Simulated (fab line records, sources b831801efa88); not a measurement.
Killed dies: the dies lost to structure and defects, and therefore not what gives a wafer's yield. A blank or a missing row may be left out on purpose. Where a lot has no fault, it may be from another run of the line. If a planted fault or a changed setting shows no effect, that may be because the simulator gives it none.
Problem report, 8D (eight disciplines) form, completed by code / flow gf180mcu / the parts of the form that need people (team, actions taken, sign-off) are left out

## 1. THE ISSUE
Mean NSD_RS at GF_PSD_RS_MEAS_14: 52.24 ohm/sq over 6 wafers in 2 lots; fault-free wafers: 46.20 ohm/sq, standard deviation 0.098. Measured from the usual mean, that is +62 standard deviations.
The step: measures by four-point-probe.
Earliest sighting: wafer L818.1 on film_metro-02 at day 17 19:19. The record has a number at this step for 33 wafers belonging to 11 lots. The rule behind "out" and "out of limits": a value lying over 4 standard deviations away from the usual mean. All remaining wafers that have a number are taken as sound.

## 2. WHAT IT IS, WHAT IT ISN'T
question=which readings at this step | is=NSD_RS | is not=-
question=which lots | is=L818, L819 | is not=L808, L811, L822, L823, L824, L827, L828, L830, L831
question=which wafers of those lots | is=all that have a number | is not=-
question=read on which gauges | is=film_metro-02, film_metro-03 | is not=film_metro-01
question=when | is=from day 17 19:19 | is not=up to then (6 sound wafers); but 21 sound wafers of L822, L823, L824, L827, L828, L830, L831 came after

## 3. SUSPECTS, AND WHAT RULES EACH OUT
Counting: a tool stays on the suspect list if, at a process step up to the reading, it processed all lots that are out and no sound lot following the first of them.
- ruled out: the gauge at GF_PSD_RS_MEAS_14. The wafers that are out were read on 2 gauges (film_metro-02, film_metro-03).
- implanter-02 at GF_NSD_IMPLANT_10: ruled out as a lasting fault. Following L818 (day 16 19:19), the first lot on it that is out, the sound lots L828 were run on it.
- plasma_asher-01 at GF_NSD_STRIP_11 (strips in O2/N2): ruled out as a lasting fault. Following L818 (day 16 19:28), the first lot on it that is out, the sound lots L830 were run on it.
Left after counting: nothing in the record.

## 4. THE CAUSE (what the simulator had put in)
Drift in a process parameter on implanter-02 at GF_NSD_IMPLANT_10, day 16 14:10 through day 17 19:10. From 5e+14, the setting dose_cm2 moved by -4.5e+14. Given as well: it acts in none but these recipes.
The count ruled it out by mistake, since the rule takes a fault to strike every lot its tool runs from the start of the fault on, and this one did not do so.

## 5. THE EFFECT CHAIN, in route order
One row per reading whose mean, taken over the struck wafers that have a number, lies over 3 standard deviations from the usual. Readings are gone through only where the record gives a usual standard deviation; hours: the median, over the lots, of the time from a lot's start at the first step in this table giving one to that lot's start at this step; sigmas: the change measured in usual standard deviations.
hours=0; step=GF_NSD_IMPLANT_10; reading=dose_ions_cm2; usual=5.001e+14; on struck wafers=4.997e+13; change=-4.501e+14; sigmas=-99 or more
hours=0; step=GF_NSD_IMPLANT_10; reading=end_station_pressure_torr; usual=7.3e-06 Torr; on struck wafers=5.2e-06; change=-2.1e-06; sigmas=-5.7
hours=0; step=GF_NSD_IMPLANT_10; reading=faraday_current_uA; usual=2799; on struck wafers=278; change=-2522; sigmas=-47
hours=0; step=GF_NSD_STRIP_11; reading=strip_time_to_endpoint_s; usual=22.96 s; on struck wafers=22.46; change=-0.50; sigmas=-13
hours=24; step=GF_PSD_RS_MEAS_14; reading=NSD_RS; usual=46.20 ohm/sq; on struck wafers=52.24; change=+6.04; sigmas=+62
Process steps it contains:
- GF_NSD_IMPLANT_10
- GF_NSD_STRIP_11: strips in O2/N2.
Later steps that measure or inspect, where all struck wafers having a row at the step show a number for every such reading and not one has moved that far: GF_CONTACT_THK_MEAS_03.

## 6. WHAT WOULD HAVE CAUGHT IT SOONER
The first out-of-limits reading at a measuring or inspecting step in this record came at day 17 19:19, 29 hours after the fault's start at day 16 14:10.
Tool's own readings at GF_NSD_IMPLANT_10, dose_ions_cm2, end_station_pressure_torr, faraday_current_uA: out on all struck wafers the step has rows for; an alarm limit on them would have tripped on the first.
